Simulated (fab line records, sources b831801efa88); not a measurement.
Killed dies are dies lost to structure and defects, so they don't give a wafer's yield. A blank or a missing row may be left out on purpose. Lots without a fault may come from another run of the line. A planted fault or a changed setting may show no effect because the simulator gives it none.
A struck lot beside a sound one | flow sky130 | 16 steps out of a route of 708
Sound: wafers L540.2, L540.3, L540.5. Struck: wafers L534.1, L534.2, L534.6. The cause comes at the end.
At each step with rows: each side's tool, then ch and its chambers, then its first start. Under that, the readings that differ: sound wafers | struck wafers | difference of the means | sigmas: that difference in standard deviations of wafers without a fault.
alike: readings whose means differ by less than 2 such deviations, and words and numbers that are the same on both sides. not compared: withheld readings, readings that some wafer has no value for, bounds like >300 that may hide the same value, and numbers for which the record gives no deviation and whose values overlap.
The two part at a step that has a row with sigmas, a row that says differs or no value, or rows on one side only. Numbers that don't overlap but have no deviation are shown without sigmas and don't part them. A reading that every wafer of one side lacks parts them only if that side has two wafers or more.

first, 1 step without rows for these wafers: SKY_VT_ADJUST_NCORE_IMPLANT_09.
SKY_VT_ADJUST_NCORE_STRIP_10: strips in O2/N2.
  sound on plasma_asher-02 ch 0,1, day 14 09:11; struck on plasma_asher-03 ch 0,1, day 12 13:32
  reading                      | sound             | struck            | difference | sigmas
  strip_time_to_endpoint_s (s) | 14.12 14.10 14.14 | 14.19 14.24 14.23 | +0.10      | +2
  alike: drypump_motor_current_A, oes_product_au
  not compared: rf_hours_counter_h
SKY_VT_ADJUST_NCORE_TW_MEAS_11:
  sound on film_metro-04, day 14 09:18; struck on film_metro-04, day 12 13:38
  alike: VT_ADJUST_NCORE_TW
then, 7 steps without rows for these wafers: SKY_VT_ADJUST_HVTR_DEHYDRATE_00 (time 60 s); SKY_VT_ADJUST_HVTR_HMDS_01 (prime time 60 s); SKY_VT_ADJUST_HVTR_COAT_02 (resist thk 1140 nm); SKY_VT_ADJUST_HVTR_SOFTBAKE_03 (time 60 s); SKY_VT_ADJUST_HVTR_EXPOSE_04 (exposes mask HVTRM, target cd 380 nm); SKY_VT_ADJUST_HVTR_PEB_05; SKY_VT_ADJUST_HVTR_DEVELOP_06 (develop time 60 s).
SKY_VT_ADJUST_HVTR_CD_MEAS_07: target cd 380 nm.
  sound on cd_sem-02, day 15 12:43; struck on cd_sem-02, day 13 14:20
  alike: cd_nm
SKY_VT_ADJUST_HVTR_OVL_MEAS_08:
  sound on overlay-01, day 15 12:49; struck on overlay-02, day 13 14:28
  alike: VT_ADJUST_HVTR_OVL
SKY_VT_ADJUST_HVTR_IMPLANT_09:
  sound on implanter-04 ch 0, day 15 12:52; struck on implanter-02 ch 0, day 13 14:30
  reading            | sound                           | struck                           | difference  | sigmas
  dose_ions_cm2      | 2.0956e+12 2.1016e+12 2.099e+12 | 1.2799e+12 1.2823e+12 1.2822e+12 | -8.1727e+11 | -99 or more
  faraday_current_uA | 11.87 11.55 12.12               | 7.54 7.17 6.97                   | -4.62       | -20
SKY_VT_ADJUST_HVTR_STRIP_10: strips in O2/N2.
  sound on plasma_asher-02 ch 0,1, day 15 12:59; struck on plasma_asher-04 ch 0,1, day 13 14:39
  alike: drypump_motor_current_A, oes_product_au, strip_time_to_endpoint_s
  not compared: rf_hours_counter_h
SKY_VT_ADJUST_HVTR_TW_MEAS_11:
  sound on film_metro-03, day 15 13:06; struck on film_metro-02, day 13 14:58
  reading           | sound             | struck            | difference | sigmas
  VT_ADJUST_HVTR_TW | 210.5 212.3 210.7 | 182.0 183.0 182.9 | -28.5      | -26
  not compared: hold
-- the record jumps here: 35 days lie between the struck wafers' starts before and after (it left off in module VT_ADJUST_HVTR and takes up again in module PAD_OPEN, whose first step shown is number 708 of the route) --
SKY_PAD_OPEN_PROBE_99:
  sound on prober-01, day 50 05:51; struck on prober-02, day 48 23:34
  reading                                  | sound                   | struck                  | difference | sigmas
  model.etest.pfet_01v8_mvt.drive_ua_um    | 147.2 150.5 149.3       | 137.5 135 136.8         | -12.6      |
  model.etest.pfet_01v8_mvt.off_log10_a_um | -10.81 -10.64 -10.73    | -11.97 -12.17 -12.21    | -1.39      |
  model.etest.pfet_01v8_mvt.vt_sat_v (V)   | -0.5793 -0.5723 -0.5766 | -0.6708 -0.6815 -0.6766 | -0.1002    |
  model.etest.pfet_01v8_mvt.vt_v (V)       | -0.6626 -0.6582 -0.6585 | -0.7406 -0.7474 -0.7445 | -0.0844    |
  model.etest.pfet_01v8_mvt.vt_long_v (V)  | -0.8639 -0.8632 -0.8619 | -0.9472 -0.9499 -0.9494 | -0.0858    |
  alike: killed_at_M0_to_M3, killed_at_M4_up, killed_at_contacts, killed_at_front_end, killed_at_other, killed_dies, killed_open, killed_short

WHERE THEY PART
First at SKY_VT_ADJUST_NCORE_STRIP_10; last, within this record, at SKY_VT_ADJUST_HVTR_TW_MEAS_11. Later steps at which nothing parts them and some readings are alike: SKY_PAD_OPEN_PROBE_99.

WHY: what the simulator had put in
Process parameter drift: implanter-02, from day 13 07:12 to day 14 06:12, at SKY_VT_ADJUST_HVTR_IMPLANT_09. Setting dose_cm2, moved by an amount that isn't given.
